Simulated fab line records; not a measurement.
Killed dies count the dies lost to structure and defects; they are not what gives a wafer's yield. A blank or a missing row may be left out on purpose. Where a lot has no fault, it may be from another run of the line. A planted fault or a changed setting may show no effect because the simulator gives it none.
A lot that was struck, set against a sound lot + flow gf180mcu + 16 steps out of a route of 602
Sound: wafers L693.3, L693.4, L693.5. Wafers struck: L701.4, L701.5, L701.6. At the end, the cause is stated.
Order at every step that has rows: each side's tool, ch and its chambers, its first start. Under that, the readings that differ: sound wafers + struck wafers + difference of the means + sigmas: that difference in standard deviations of wafers without a fault.
alike: readings whose means differ by less than 2 such deviations, and words and numbers that are the same on both sides. not compared: withheld readings, readings that some wafer has no value for, bounds like >300 that may hide the same value, and numbers for which the record gives no deviation and whose values overlap.
The two part at a step that has a row with sigmas, a row that says differs or no value, or rows on one side only. Non-overlapping numbers with no deviation appear without sigmas and do not part them. Lack of a reading on every wafer of one side parts them only where that side has two or more wafers.

first, 3 steps without rows for these wafers: GF_M5_EXPOSE_04 (exposes mask Metal5, target cd 280 nm); GF_M5_PEB_05 (peb time 90 s); GF_M5_DEVELOP_06 (develop time 60 s).
GF_M5_CD_MEAS_07: target cd 280 nm.
  sound on cd_sem-01, day 27 19:49; struck on cd_sem-02, day 30 13:26
  alike: cd_nm
GF_M5_OVL_MEAS_08:
  sound on overlay-01, day 27 19:55; struck on overlay-02, day 30 13:31
  alike: M5_OVL
GF_M5_ETCH_09: etches Si3N4 in CF4/O2, target depth 52 nm, time 11.6 s.
  sound on rie_diel-04 ch 0,1,2, day 27 19:56; struck on rie_diel-04 ch 0,3, day 30 13:32
  alike: drypump_motor_current_A, oes_product_au, throttle_valve_pct
  not compared: rf_hours_counter_h
GF_M5_METAL_ETCH_10: etches the open film in Cl2/BCl3, stops on SiO2, target depth 627.5 nm, time 104.6 s.
  sound on rie_metal-01 ch 0,1, day 27 20:00; struck on rie_metal-01 ch 0,1, day 30 13:35
  alike: drypump_motor_current_A, oes_product_au, throttle_valve_pct
  not compared: rf_hours_counter_h
GF_M5_STRIP_11: strips in O2/N2.
  sound on plasma_asher-03 ch 0,1, day 27 20:07; struck on plasma_asher-02 ch 0,1, day 30 13:42
  alike: drypump_motor_current_A, heater_power_w, oes_product_au, strip_time_to_endpoint_s
  not compared: rf_hours_counter_h
then, 3 steps without rows for these wafers: GF_M5_STRIP_12 (strips in post etch residue remover, time 1200 s); GF_M5_CLEAN_13 (cleans in DIW); GF_V5_CVD_00 (deposits SiO2, target thk 300 nm, time 50 s).
GF_V5_THK_MEAS_01:
  sound on film_metro-02, day 27 20:40; struck on film_metro-01, day 30 14:17
| reading            | sound             | struck            | difference | sigmas |
|--------------------|-------------------|-------------------|------------|--------|
| V5_CVD_00_THK (nm) | 302.7 302.9 302.9 | 299.8 293.8 294.5 | -6.8       | -3     |
GF_V5_CVD_02: deposits SiO2 from TEOS, target thk 1450 nm, time 163.28 s.
  sound on pecvd-01 ch 1,2, day 27 20:43; struck on pecvd-03 ch 0,2, day 30 14:22
| reading                             | sound             | struck            | difference | sigmas      |
|-------------------------------------|-------------------|-------------------|------------|-------------|
| rf_fwd_power_W (W)                  | 599.4 598.4 599.8 | 353.8 356.9 356.2 | -243.6     | -99 or more |
| model.SiO2_of_V5_CVD_02.thk_nm (nm) | 1427 1441 1467    | 1260 1261 1260    | -185       |             |
  alike: heater_power_outer_w, heater_power_w
GF_V5_THK_MEAS_03:
  sound on film_metro-01, day 27 20:50; struck on film_metro-01, day 30 14:30
| reading            | sound          | struck         | difference | sigmas |
|--------------------|----------------|----------------|------------|--------|
| V5_CVD_02_THK (nm) | 1427 1441 1466 | 1261 1261 1261 | -184       | -10    |
GF_V5_CMP_04: polishes SiO2.
  sound on cmp-01 ch 0,1,2, day 27 20:59; struck on cmp-01 ch 1,2, day 30 14:32
  alike: motor_current_A
GF_PASSIVATION_PROBE_99:
  the record holds rows for the sound wafers here (prober-02, day 30 09:52) but none for the struck ones

## WHERE THEY PART
Earliest at GF_V5_THK_MEAS_01; latest, in this record, at GF_PASSIVATION_PROBE_99.

WHY: what had been put in by the simulator
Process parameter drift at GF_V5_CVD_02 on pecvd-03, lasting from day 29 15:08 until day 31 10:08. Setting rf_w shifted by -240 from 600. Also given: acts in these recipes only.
